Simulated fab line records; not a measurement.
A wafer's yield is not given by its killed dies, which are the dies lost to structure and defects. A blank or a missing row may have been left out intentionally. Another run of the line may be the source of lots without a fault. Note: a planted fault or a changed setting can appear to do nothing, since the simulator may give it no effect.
Matching of chambers ; flow sfq_line ; 4 sister chambers for SFQ_TRILAYER_I3_CMP_CMP_082 on cmp-02
The step polishes SiO2. 18 wafers are shown with their chamber, then 9 later ones without.

WAFERS WITH THEIR CHAMBER
wafer;chamber;motor_current_A (A);time_to_endpoint_s (s);retaining_ring_pressure_frac
L999.3;1;9.0;215;0.998
L999.4;0;10.1;224;0.989
L999.6;2;9.0;220;0.998
L101.4;2;8.7;224;1.007
L101.1;1;8.3;209;0.998
L101.6;3;11.8;218;0.986
L103.1;1;8.5;208;0.996
L103.4;0;10.2;230;0.995
L103.3;3;11.5;213;1.008
L109.2;3;12.2;209;1.003
L109.4;2;8.5;215;1.002
L109.6;0;9.9;220;1.003
L111.1;0;10.1;217;1.006
L111.3;3;11.7;207;0.998
L111.4;1;8.2;210;1.010
L115.4;0;10.3;221;1.003
L115.2;3;12.2;214;0.999
L115.3;2;8.8;219;0.998

SIGNATURES (means of the wafers above)
reading;chamber 0;chamber 1;chamber 2;chamber 3;scatter within a chamber
motor_current_A;10.120;8.500;8.750;11.880;0.265
time_to_endpoint_s;222.40;210.50;219.50;212.20;4.16
retaining_ring_pressure_frac;0.99920;1.00050;1.00125;0.99880;0.00677
Rule: distance of a wafer from a chamber = root of the sum over the readings of ((wafer's reading minus chamber's mean) / reading's scatter) squared. If the next closest chamber is less than 2 further off than the closest, the wafer can't be placed; otherwise it belongs to the closest. The scatter: take each reading less its chamber's mean, square it, sum over the shown wafers, divide by the number of wafers less the number of chambers, and take the root.

WAFERS WITH NO CHAMBER GIVEN
wafer;motor_current_A (A);time_to_endpoint_s (s);retaining_ring_pressure_frac
L117.1;8.8;213;1.005
L117.2;8.7;207;0.996
L117.5;11.3;209;1.002
L119.2;8.6;212;1.000
L119.3;11.9;210;1.011
L119.4;9.7;223;1.002
L120.3;11.5;218;0.995
L120.4;9.6;229;1.004
L120.6;11.0;222;1.005

CHAMBER TAKEN BY EACH
wafer;from the rows above;in truth
L117.1;can't be placed: 1 or 2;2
L117.2;can't be placed: 1 or 2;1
L117.5;3;3
L119.2;can't be placed: 1 or 2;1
L119.3;3;3
L119.4;0;0
L120.3;3;3
L120.4;can't be placed: 0 or 2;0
L120.6;can't be placed: 0 or 3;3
Correct placement for 4 of the 9. Cannot be placed on the basis of these rows: 5; the candidates contain the true chamber in 5. 0 placed wrongly.
